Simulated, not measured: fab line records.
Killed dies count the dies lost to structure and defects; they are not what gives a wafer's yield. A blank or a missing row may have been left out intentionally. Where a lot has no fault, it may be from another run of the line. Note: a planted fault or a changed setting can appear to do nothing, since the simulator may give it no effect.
Which tool was responsible?    flow gf180mcu    13 lots, 39 wafers sampled, at 4 steps of a route of 602

WHAT THE GAUGES SHOWED, per wafer
GF_VT_IMPLANT_RS_MEAS_48: a four-point-probe measurement. Usual: for LVPWELL_RS the level is 1196.9 ohm/sq and the standard deviation is 2.9.
lot   measured      on             LVPWELL_RS (ohm/sq)   flag
L267  day 7 16:20   film-metro-01  1192.7 1195.5 1194.5  
L268  day 7 22:35   film-metro-04  1195.2 1195.7 1198.6  
L269  day 8 02:26   film-metro-01  1196.6 1195.9 1194.6  
L270  day 8 13:38   film-metro-04  1200.4 1200.9 1202.1  
L271  day 8 18:20   film-metro-01  1192.2 1192.9 1197.0  
L273  day 9 02:56   film-metro-04  1200.8 1201.1 1202.1  
L274  day 9 10:54   film-metro-04  1198.6 1198.7 1196.9  
L275  day 9 17:21   film-metro-03  1192.4 1194.9 1189.1  
L282  day 11 18:26  film-metro-01  1197.7 1198.8 1199.2  
L284  day 12 06:50  film-metro-03  1196.1 1198.4 1195.6  
L287  day 13 01:04  film-metro-03  1198.4 1198.4 1196.4  
L288  day 13 07:47  film-metro-01  1196.4 1198.3 1195.0  
L290  day 14 05:25  film-metro-01  1197.0 1195.3 1195.7  

WHAT TOOL EACH LOT RAN ON (gives the tool, then ch and the chambers of the sampled wafers, and finally the start)
lot   GF_NWELL_STRIP_10                    GF_LVPWELL_STRIP_10                  GF_VT_IMPLANT_EXPOSE_26
L267  plasma-asher-04 ch 0,1, day 3 09:56  plasma-asher-02 ch 0,1, day 3 23:20  iline-stepper-02 ch 0, day 6 16:01
L268  plasma-asher-01 ch 0,1, day 3 15:42  plasma-asher-04 ch 0,1, day 4 04:50  iline-stepper-01 ch 0, day 6 22:52
L269  plasma-asher-01 ch 0,1, day 3 18:03  plasma-asher-02 ch 0,1, day 4 07:40  iline-stepper-02 ch 0, day 7 01:25
L270  plasma-asher-02 ch 0,1, day 4 04:46  plasma-asher-02 ch 0,1, day 4 18:07  iline-stepper-02 ch 0, day 7 13:00
L271  plasma-asher-01 ch 0,1, day 4 06:54  plasma-asher-02 ch 0,1, day 4 20:35  iline-stepper-02 ch 0, day 7 17:32
L273  plasma-asher-02 ch 1, day 4 17:03    plasma-asher-04 ch 0,1, day 5 07:17  iline-stepper-02 ch 0, day 8 03:08
L274  plasma-asher-04 ch 0,1, day 4 21:34  plasma-asher-02 ch 0,1, day 5 11:31  iline-stepper-01 ch 0, day 8 10:48
L275  plasma-asher-01 ch 0, day 5 03:08    plasma-asher-04 ch 0,1, day 5 17:23  iline-stepper-02 ch 0, day 8 16:37
L282  plasma-asher-02 ch 1, day 6 18:31    plasma-asher-03 ch 0,1, day 7 10:14  iline-stepper-01 ch 0, day 10 13:47
L284  plasma-asher-02 ch 0, day 7 04:53    plasma-asher-03 ch 1, day 7 20:47    iline-stepper-01 ch 0, day 11 02:21
L287  plasma-asher-02 ch 0,1, day 7 20:36  plasma-asher-03 ch 0,1, day 8 13:17  iline-stepper-01 ch 0, day 11 19:16
L288  plasma-asher-02 ch 0,1, day 8 01:59  plasma-asher-04 ch 0,1, day 8 18:43  iline-stepper-01 ch 0, day 12 02:47
L290  plasma-asher-01 ch 0,1, day 8 13:56  plasma-asher-02 ch 1, day 9 05:13    iline-stepper-01 ch 0, day 12 17:14
- GF_NWELL_STRIP_10: strips in O2/N2.
- GF_LVPWELL_STRIP_10: strips in O2/N2.
- GF_VT_IMPLANT_EXPOSE_26: exposes mask LVPWELL HV AREA, target cd 860 nm.

WHAT THE TOOLS THEMSELVES READ (means of the sampled wafers that have a number; where no wafer has one, the mark that the record gives instead)
GF_NWELL_STRIP_10. Usual: drypump-motor-current-A 6.0 A, standard deviation 0.49; heater-power-w 379 W, standard deviation 50; oes-product-au 0.722 a.u., standard deviation 0.0041; strip-time-to-endpoint-s 36.99 s, standard deviation 0.11.
lot   tool             drypump-motor-current-A (A)  heater-power-w (W)  oes-product-au (a.u.)  strip-time-to-endpoint-s (s)  flag
L267  plasma-asher-04  5.2                          336                 0.723                  37.06                         
L268  plasma-asher-01  5.9                          347                 0.723                  36.96                         
L269  plasma-asher-01  5.8                          363                 0.723                  37.01                         
L270  plasma-asher-02  6.2                          433                 0.725                  37.00                         
L271  plasma-asher-01  5.8                          366                 0.722                  37.03                         
L273  plasma-asher-02  6.2                          465                 0.723                  36.87                         
L274  plasma-asher-04  5.7                          327                 0.725                  36.91                         
L275  plasma-asher-01  5.7                          379                 0.725                  37.01                         
L282  plasma-asher-02  6.2                          458                 0.721                  36.94                         
L284  plasma-asher-02  6.3                          368                 0.719                  37.23                         
L287  plasma-asher-02  6.2                          397                 0.722                  36.93                         
L288  plasma-asher-02  6.2                          431                 0.718                  37.08                         
L290  plasma-asher-01  6.0                          350                 0.727                  37.00                         

GF_LVPWELL_STRIP_10. Usual: drypump-motor-current-A 5.9 A, standard deviation 0.57; heater-power-w 379 W, standard deviation 59; oes-product-au 0.723 a.u., standard deviation 0.005; strip-time-to-endpoint-s 37.00 s, standard deviation 0.1.
lot   tool             drypump-motor-current-A (A)  heater-power-w (W)  oes-product-au (a.u.)  strip-time-to-endpoint-s (s)  flag
L267  plasma-asher-02  6.3                          393                 0.723                  36.83                         
L268  plasma-asher-04  5.7                          331                 0.720                  37.13                         
L269  plasma-asher-02  6.2                          430                 0.724                  37.03                         
L270  plasma-asher-02  6.3                          390                 0.725                  36.96                         
L271  plasma-asher-02  6.3                          429                 0.728                  36.98                         
L273  plasma-asher-04  5.7                          328                 0.723                  36.99                         
L274  plasma-asher-02  6.2                          431                 0.719                  36.95                         
L275  plasma-asher-04  5.7                          335                 0.726                  36.96                         
L282  plasma-asher-03  6.0                          351                 0.721                  37.08                         
L284  plasma-asher-03  6.3                          307                 0.725                  37.01                         
L287  plasma-asher-03  6.0                          352                 0.722                  37.06                         
L288  plasma-asher-04  5.7                          336                 0.731                  36.84                         
L290  plasma-asher-02  6.2                          449                 0.722                  36.96                         

GF_VT_IMPLANT_EXPOSE_26. Usual: exposure-dose-mJ-cm2 140.02, standard deviation 0.15.
lot   tool              exposure-dose-mJ-cm2  flag
L267  iline-stepper-02  139.96                
L268  iline-stepper-01  140.17                
L269  iline-stepper-02  139.90                
L270  iline-stepper-02  139.96                
L271  iline-stepper-02  139.88                
L273  iline-stepper-02  136.65                OFF
L274  iline-stepper-01  140.13                
L275  iline-stepper-02  136.82                OFF
L282  iline-stepper-01  140.26                
L284  iline-stepper-01  139.90                
L287  iline-stepper-01  140.12                
L288  iline-stepper-01  139.96                
L290  iline-stepper-01  140.21                

THE ANSWER, worked out from the rows above alone
Rule: a lot counts as off when the mean over its wafers that have a number is more than 3 standard deviations away from the usual mean. A lot without any number at a reading at which 4 lots or more have one is off too. The other lots that the step has rows for count as sound. After the gauges, taken in route order, come the tools' own readings; for these a lot's mean is taken, as printed above. At the first step where some lot is off, the reading lying furthest off is the one used; lots without a number count as furthest.
Off, at GF_VT_IMPLANT_EXPOSE_26 on exposure-dose-mJ-cm2: L273, L275.
A tool fits if, at that step or a process step before it, it ran every lot that is off, and no sound lot after the first of them. One fits: GF_VT_IMPLANT_EXPOSE_26 on iline-stepper-02. A fault onset in the window from L271 (day 7 17:32, its last sound lot) to L273 (day 8 03:08, its first lot off) fits.
The tool's own readings at GF_VT_IMPLANT_EXPOSE_26 bear it out: on the lots that are off they differ by more than 5 times the standard deviation of the sound lots' means. exposure-dose-mJ-cm2 reads 136.74 there against 140.04 on the sound lots.

WHAT THE SIMULATOR PUT IN
Process parameters drifting: iline-stepper-02 at GF_VT_IMPLANT_EXPOSE_26, beginning at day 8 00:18. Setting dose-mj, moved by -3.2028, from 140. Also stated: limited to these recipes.
Lots struck among those shown: L273, L275. This agrees with what the rule above found.
